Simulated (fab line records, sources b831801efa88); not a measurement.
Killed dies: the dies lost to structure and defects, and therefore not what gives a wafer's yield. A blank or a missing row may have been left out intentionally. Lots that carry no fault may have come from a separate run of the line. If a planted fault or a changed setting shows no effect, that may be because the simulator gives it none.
The tool behind it: which one? | flow sky130 | 12 lots with 36 wafers sampled at 4 steps, on a route of 708 steps

WHAT THE GAUGES READ, wafer by wafer
SKY_CAPM_THK_MEAS_01.
lot  | measured     | on            | CAPM_CVD_00_THK (nm)
L075 | day 36 12:43 | film metro-04 | 15.43 15.82 16.16
L077 | day 37 10:55 | film metro-03 | 16.02 15.73 15.40
L080 | day 38 06:41 | film metro-04 | 15.42 15.60 15.58
L081 | day 39 07:58 | film metro-01 | 15.43 15.49 15.75
L083 | day 39 08:49 | film metro-03 | 15.57 15.63 15.84
L085 | day 40 03:32 | film metro-03 | 15.25 15.30 15.65
L087 | day 40 15:42 | film metro-03 | 15.35 15.76 15.43
L089 | day 41 00:11 | film metro-03 | 15.46 15.48 15.64
L091 | day 41 13:40 | film metro-03 | 15.17 15.64 15.34
L093 | day 42 05:17 | film metro-03 | 15.33 15.92 16.07
L095 | day 42 10:53 | film metro-03 | 15.58 15.31 15.11
L097 | day 43 04:29 | film metro-04 | 15.10 15.66 15.65

WHICH TOOL RAN EACH LOT (tool, then ch and the chambers of the sampled wafers, then the start)
lot  | SKY_VIA1_ETCH_15                   | SKY_VIA2_CVD_21               | SKY_METAL3_SPUTTER_00
L075 | rie diel-04 ch 2,3, day 34 02:33   | cvd w-01 ch 0,1, day 36 11:47 | pvd sputter-01, day 36 12:33
L077 | rie diel-02 ch 0,1,2, day 35 00:15 | cvd w-01 ch 1, day 37 10:07   | pvd sputter-03, day 37 10:44
L080 | rie diel-04 ch 1,3, day 35 21:27   | cvd w-01 ch 0,1, day 38 05:55 | pvd sputter-03, day 38 06:29
L081 | rie diel-04 ch 2,3, day 36 23:12   | cvd w-02 ch 0,1, day 39 07:13 | pvd sputter-02, day 39 07:46
L083 | rie diel-04 ch 0,3, day 37 01:19   | cvd w-01 ch 0,1, day 39 08:02 | pvd sputter-02, day 39 08:38
L085 | rie diel-04 ch 0,1,2, day 37 20:38 | cvd w-02 ch 0,1, day 40 02:46 | pvd sputter-03, day 40 03:22
L087 | rie diel-01 ch 1,3, day 38 09:25   | cvd w-02 ch 0,1, day 40 14:56 | pvd sputter-02, day 40 15:31
L089 | rie diel-04 ch 1,2,3, day 38 19:18 | cvd w-01 ch 0,1, day 40 23:23 | pvd sputter-03, day 41 00:00
L091 | rie diel-04 ch 0,3, day 39 08:37   | cvd w-01 ch 0,1, day 41 12:52 | pvd sputter-01, day 41 13:29
L093 | rie diel-04 ch 0,1,3, day 40 00:55 | cvd w-01 ch 0,1, day 42 04:31 | pvd sputter-02, day 42 05:07
L095 | rie diel-04 ch 0,1, day 40 06:57   | cvd w-02 ch 0,1, day 42 10:02 | pvd sputter-02, day 42 10:41
L097 | rie diel-02 ch 1,3, day 41 00:09   | cvd w-02 ch 0,1, day 43 03:41 | pvd sputter-01, day 43 04:17
- SKY_VIA1_ETCH_15: etches SiO2 in C4F8/O2/Ar, stops on TiN, target depth 351 nm, time 54 s.
- SKY_VIA2_CVD_21: deposits W, target thk 420 nm, time 126.4 s.
- SKY_METAL3_SPUTTER_00: material Ti, target thk 15 nm, time 10 s.

THE ANSWER, worked out from the rows above alone
Rule: the usual values come from the lots themselves. Put in order of their means at a reading, lots are off if they are a third of the lots or fewer, leave a main group of 4 or more, and stand apart from it by a gap of 3 or more times the standard deviation of the main group's means; of several such gaps the widest counts. A main group is skipped when, at the precision printed for the reading in the tables above, its means are all equal. Also off: a lot with no number at a reading for which 4 or more lots have one. The other lots that the step has rows for count as sound.
None of the lots is off at any reading shown; this tells nothing.

WHAT THE SIMULATOR HAD INSERTED
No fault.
